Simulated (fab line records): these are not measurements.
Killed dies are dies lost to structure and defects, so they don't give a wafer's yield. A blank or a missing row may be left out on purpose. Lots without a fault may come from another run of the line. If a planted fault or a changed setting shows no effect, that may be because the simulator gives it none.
Check for tools in common ; flow sky130 ; 15 lots, 45 wafers sampled

== WHY IT WAS OPENED ==
Of 15 lots, 3 have the reading VIA4_BOW flagged at SKY_VIA4_BOW_MEAS_03. Fault-free wafers read 82 um, with a standard deviation of 7.5.
Rule: a lot gets a flag if all its wafers with a number sit over 4 standard deviations from that mean, or if no wafer of it has a number. All remaining lots are regarded as sound.

lot;measured;on;VIA4_BOW (um), wafer by wafer;flag
L746;day 43 10:14;film_metro-04;87 90 91;
L748;day 43 16:37;film_metro-02;96 75 78;
L749;day 44 02:55;film_metro-02;88 91 84;
L751;day 44 10:13;film_metro-04;86 68 65;
L752;day 44 18:58;film_metro-03;79 77 82;
L753;day 45 04:29;film_metro-02;86 95 94;
L754;day 45 12:38;film_metro-02;70 82 87;
L755;day 45 13:50;film_metro-04;77 73 80;
L756;day 46 02:55;film_metro-03;93 84 95;
L758;day 46 10:02;film_metro-04;79 76 81;
L759;day 46 15:16;film_metro-04;72 80 76;
L760;day 46 19:35;film_metro-04;151 139 140;FLAGGED
L761;day 46 21:39;film_metro-04;130 144 137;FLAGGED
L763;day 47 13:06;film_metro-02;127 120 136;FLAGGED
L767;day 48 14:22;film_metro-03;77 85 80;
Average over the flagged lots: 136 um; offset from the usual +54 um, equal to +7 standard deviations.

== WHICH TOOL RAN EACH LOT ==
The record holds 1 process step before the reading, out of a route of 708 steps. Each cell gives the tool, then ch followed by the chambers the sampled wafers passed through, then the start.
lot;flag;SKY_VIA4_CMP_02
L746;;cmp-02 ch 0,1,2, day 43 10:01
L748;;cmp-02 ch 0,2,3, day 43 16:22
L749;;cmp-01 ch 0,2, day 44 02:35
L751;;cmp-01 ch 1,2, day 44 09:53
L752;;cmp-01 ch 1,2, day 44 18:40
L753;;cmp-02 ch 1,2,3, day 45 04:16
L754;;cmp-01 ch 0,1,3, day 45 12:23
L755;;cmp-01 ch 0,1,3, day 45 13:35
L756;;cmp-02 ch 0,1,2, day 46 02:37
L758;;cmp-01 ch 0,1,2, day 46 09:50
L759;;cmp-02 ch 0,2,3, day 46 14:57
L760;FLAGGED;cmp-01 ch 2,3, day 46 19:17
L761;FLAGGED;cmp-01 ch 0,1,2, day 46 21:23
L763;FLAGGED;cmp-02 ch 2,3, day 47 12:47
L767;;cmp-02 ch 0,1, day 48 14:03
What is done by these steps:
- SKY_VIA4_CMP_02: polishes SiO2.
- SKY_VIA4_BOW_MEAS_03

== FLAGGED OVER TOTAL, TOOL BY TOOL (the gauges that took the reading come last) ==
step;tool;lots run;flagged;share of the flagged lots;sound lots run after its first flagged lot
SKY_VIA4_CMP_02;cmp-01;8;2;some;0
SKY_VIA4_CMP_02;cmp-02;7;1;some;1 (L767)
SKY_VIA4_BOW_MEAS_03;film_metro-02;5;1;some;0
SKY_VIA4_BOW_MEAS_03;film_metro-03;3;0;none;-
SKY_VIA4_BOW_MEAS_03;film_metro-04;7;2;some;0

== WHAT THE TABLE PERMITS ==
No row of the table ran every flagged lot.

== WHAT THE SIMULATOR PUT IN ==
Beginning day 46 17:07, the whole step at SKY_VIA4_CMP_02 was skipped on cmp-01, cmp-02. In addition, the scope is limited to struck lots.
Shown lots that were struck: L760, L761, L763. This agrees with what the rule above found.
